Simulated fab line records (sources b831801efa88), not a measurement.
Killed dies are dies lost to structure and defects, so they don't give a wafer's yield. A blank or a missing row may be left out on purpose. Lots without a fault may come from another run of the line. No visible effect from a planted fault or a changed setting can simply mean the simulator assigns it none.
Chamber matching ; flow gf180mcu ; GF_V3_CMP_04 on cmp-01: 4 sister chambers
The step polishes SiO2. 8 wafers are shown with their chamber, then 7 later ones without.

== WAFERS PAIRED WITH THEIR CHAMBERS ==
wafer;chamber;motor-current-A (A);edge-zone-pressure-frac
L838.5;0;12.1;1.006
L841.1;3;11.8;1.005
L841.6;3;11.4;0.995
L842.2;1;10.7;0.997
L842.4;2;12.9;1.009
L842.5;1;10.1;1.002
L845.2;2;12.0;0.996
L845.4;0;12.1;0.997

== WAFERS WITHOUT THEIR CHAMBER ==
wafer;motor-current-A (A);edge-zone-pressure-frac
L845.5;11.4;1.004
L846.2;12.6;1.008
L846.5;10.1;1.001
L846.6;11.5;1.000
L855.1;11.3;1.001
L855.3;12.0;0.996
L855.5;11.5;1.004

== THE CHAMBER EACH PASSED THROUGH ==
wafer;from the rows above;in truth
L845.5;can't be placed: 3 or 0 or 1 or 2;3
L846.2;can't be placed: 2 or 0 or 3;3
L846.5;1;1
L846.6;can't be placed: 3 or 0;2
L855.1;can't be placed: 3 or 0 or 1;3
L855.3;can't be placed: 0 or 3 or 2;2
L855.5;can't be placed: 3 or 0 or 2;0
1 of 7 placed correctly. Unplaceable from these rows: 6, with the true chamber sitting among the candidates in 5. 0 placed wrongly.
How it was worked out, from the rows above alone: a wafer's distance from a chamber is the root of the sum, over the readings, of the square of ((its reading less the chamber's mean) divided by the reading's scatter). If the next closest chamber is less than 2 further off than the closest, the wafer can't be placed; otherwise it belongs to the closest. A chamber's mean is the mean of its shown wafers. How the scatter is found: for the shown wafers, subtract from each reading the mean of its chamber, square and add these, divide the total by (wafers less chambers), then take the root.
